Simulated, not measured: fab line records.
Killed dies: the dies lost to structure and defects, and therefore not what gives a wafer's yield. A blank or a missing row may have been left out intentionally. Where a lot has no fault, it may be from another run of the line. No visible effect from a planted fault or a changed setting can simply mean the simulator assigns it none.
Split-lot experiment -- flow sky130 -- 23 wafers read from 5 lots, route of 708 steps

THE SPLIT ITSELF
At SKY_VT_ADJUST_LVTN_COAT_13 (resist thk 1140 nm), the setting resist thk nm was moved away from the recipe's 1140 nm on 11 of the 23 wafers read, by -2.5% to +5.5%. For the rest of the wafers, this setting stayed at what the recipe calls for.

The split's own step is where the reading is taken.

THE READING
NOVOLAK_of_VT_ADJUST_LVTN_COAT_13.thk nm (the simulator's own value, which no gauge read), in nm, at SKY_VT_ADJUST_LVTN_COAT_13 (resist thk 1140 nm). There is no usual value for it anywhere in the file. Across the 12 wafers here that went through the recipe, the average is 1136 nm and the standard deviation 2.1 nm.

wafer,"tool, chamber at the split","resist thk nm as run, nm",against the recipe,"NOVOLAK_of_VT_ADJUST_LVTN_COAT_13.thk nm, nm",against lot-mates on the recipe
L077.1,"litho track-04, 0",1140,recipe,1133,-
L077.2,"litho track-04, 0",1140,recipe,1134,-
L077.3,"litho track-04, 0",1203,+5.5%,1196,+62
L077.6,"litho track-04, 0",1203,+5.5%,1196,+62
L077.5,"litho track-04, 0",1203,+5.5%,1197,+64
L079.1,"litho track-01, 0",1140,recipe,1137,-
L079.4,"litho track-01, 0",1140,recipe,1137,-
L079.2,"litho track-01, 0",1201,+5.4%,1203,+66
L079.3,"litho track-01, 0",1201,+5.4%,1201,+64
L079.6,"litho track-01, 0",1201,+5.4%,1198,+61
L080.1,"litho track-04, 0",1111,-2.5%,1106,-30
L080.4,"litho track-04, 0",1111,-2.5%,1106,-30
L080.2,"litho track-04, 0",1140,recipe,1138,-
L080.5,"litho track-04, 0",1140,recipe,1133,-
L080.6,"litho track-04, 0",1111,-2.5%,1105,-30
L084.1,"litho track-03, 0",1180,+3.5%,1177,+40
L084.5,"litho track-03, 0",1180,+3.5%,1177,+40
L084.3,"litho track-03, 0",1140,recipe,1135,-
L084.4,"litho track-03, 0",1140,recipe,1136,-
L084.6,"litho track-03, 0",1140,recipe,1140,-
L085.3,"litho track-01, 0",1140,recipe,1137,-
L085.4,"litho track-01, 0",1140,recipe,1137,-
L085.5,"litho track-01, 0",1140,recipe,1134,-

FIT RESULTS
A straight line over all 23 wafers: NOVOLAK_of_VT_ADJUST_LVTN_COAT_13.thk nm changes by +11.6 nm for each +1% of resist thk nm; r = +1.00; the points scatter about the line by 2.5 nm.
The same after taking each lot's own level away (the mean of its wafers on the recipe; 23 wafers): +11.6 nm for each +1%; r = +1.00; scatter 1.7 nm.
According to that fit, moving resist thk nm by its largest amount changes the reading by 64 nm.
The lots' own levels span 1133.5 to 1137.0 nm, that is 1.7 times the standard deviation above.
So the lot-to-lot level changes the slope little: the two slopes agree.
Check: +64.4 nm against its lot-mates is what the line predicts for one of the wafers moved furthest among these (+5.5%) when that wafer is left out of the fit. Against them it came out at +62.5 nm.

OTHER SPLITS ON THESE WAFERS
Note: prior to the reading, these wafers also went through further splits. Each is held against what the fit with the lots' levels taken away leaves over:
other split on the same wafers,wafers away from the commonest value,r with NOVOLAK_of_VT_ADJUST_LVTN_COAT_13.thk nm (lot level and that fit taken away)
SKY_FIELD_ISO_COAT_07 resist thk nm,9,+0.26
SKY_FIELD_ISO_OXIDATION_22 temp c,18,-0.20
SKY_NWELL_OXIDATION_01 temp c,15,-0.30
SKY_DNWELL_EXPOSE_04 dose mj,6,-0.35
SKY_PWDE_COAT_02 spin rpm,11,+0.19
SKY_NWELL_COAT_05 resist thk nm,6,-0.25
SKY_NWELL_STRIP_14 pressure mtorr,18,+0.32
SKY_VT_ADJUST_HVTP_COAT_02 spin rpm,5,+0.29
SKY_VT_ADJUST_HVTP_IMPLANT_09 energy kev,11,+0.20

THE FILE'S OWN FIT
NOVOLAK_of_VT_ADJUST_LVTN_COAT_13.thk nm changes by +11.6 nm for each +1% of resist thk nm, r = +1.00.
